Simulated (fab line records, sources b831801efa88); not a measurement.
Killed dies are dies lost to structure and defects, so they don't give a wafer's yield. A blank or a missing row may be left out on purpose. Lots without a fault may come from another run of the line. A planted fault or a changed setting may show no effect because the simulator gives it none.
Problem report in the 8D (eight disciplines) form, filled by code | flow gf180mcu | the parts of the form that need people (team, actions taken, sign-off) are left out

1. THE PROBLEM
rf_fwd_power_W at GF_V5_ETCH_17 reads a mean of 1732 W on 6 wafers of 2 lots; wafers without a fault read 1493 W with a standard deviation of 4.6. That is +52 standard deviations from the usual mean.
The step: etches SiO2 in C4F8/O2/Ar, stops on TiN, target depth 855 nm.
First seen on wafer L756.1, day 31 11:00, on rie_diel-01. The record holds 18 wafers of 6 lots with a number at this step. Rule for "out", or "out of limits": more than 4 standard deviations from the usual mean. The other wafers with a number count as sound.

2. WHAT IT IS AND WHAT IT IS NOT
question                    | is                     | is not
which readings at this step | rf_fwd_power_W         | oes_product_au
which lots                  | L756, L757             | L744, L748, L763, L765
which wafers of those lots  | all that have a number | -
read on which tools         | rie_diel-01            | rie_diel-03
when                        | from day 31 11:00      | up to then (6 sound wafers); but 6 sound wafers of L763, L765 came after

3. SUSPECTS, AND WHAT RULES EACH OUT
Counting: a tool at a process step up to the reading stays a suspect if it ran every lot that is out and no sound lot after the first of them.
- rie_diel-01 at GF_V5_ETCH_16 (etches BARC in N2/H2): kept. It ran every lot that is out, first L756 (day 31 11:49), and no sound lot after that; its last sound lot up to then is L748 (day 29 14:02).
- rie_diel-01 at GF_V5_ETCH_17 (etches SiO2 in C4F8/O2/Ar, stops on TiN, target depth 855 nm): kept. It ran every lot that is out, first L756 (day 31 11:00), and no sound lot after that; its last sound lot up to then is L748 (day 29 14:00). Its own readings are out on those wafers: rf_fwd_power_W.
Left after counting: rie_diel-01 at GF_V5_ETCH_16, rie_diel-01 at GF_V5_ETCH_17.

4. THE CAUSE (what the simulator had put in)
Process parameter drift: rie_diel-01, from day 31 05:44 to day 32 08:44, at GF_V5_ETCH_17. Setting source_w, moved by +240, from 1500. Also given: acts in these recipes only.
Counting left 2 suspects, and this tool is among them.

5. THE CHAIN OF EFFECTS, in route order
Each row: a reading whose mean over the struck wafers that have a number lies more than 3 standard deviations from the usual. Only readings for which the record gives a usual standard deviation are gone through. hours: the time from each lot's start at the first step in this table that gives one to its start at this step, as a median over the lots. sigmas: the change in usual standard deviations.
hours | step          | reading        | usual  | on struck wafers | change | sigmas
0     | GF_V5_ETCH_17 | rf_fwd_power_W | 1493 W | 1732             | +239   | +52
The process steps in it:
- GF_V5_ETCH_17: etches SiO2 in C4F8/O2/Ar, stops on TiN, target depth 855 nm.

6. WHAT WOULD HAVE CAUGHT IT SOONER
In this record the first reading out of limits was taken at day 31 11:00, 5 hours after the fault began at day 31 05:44.
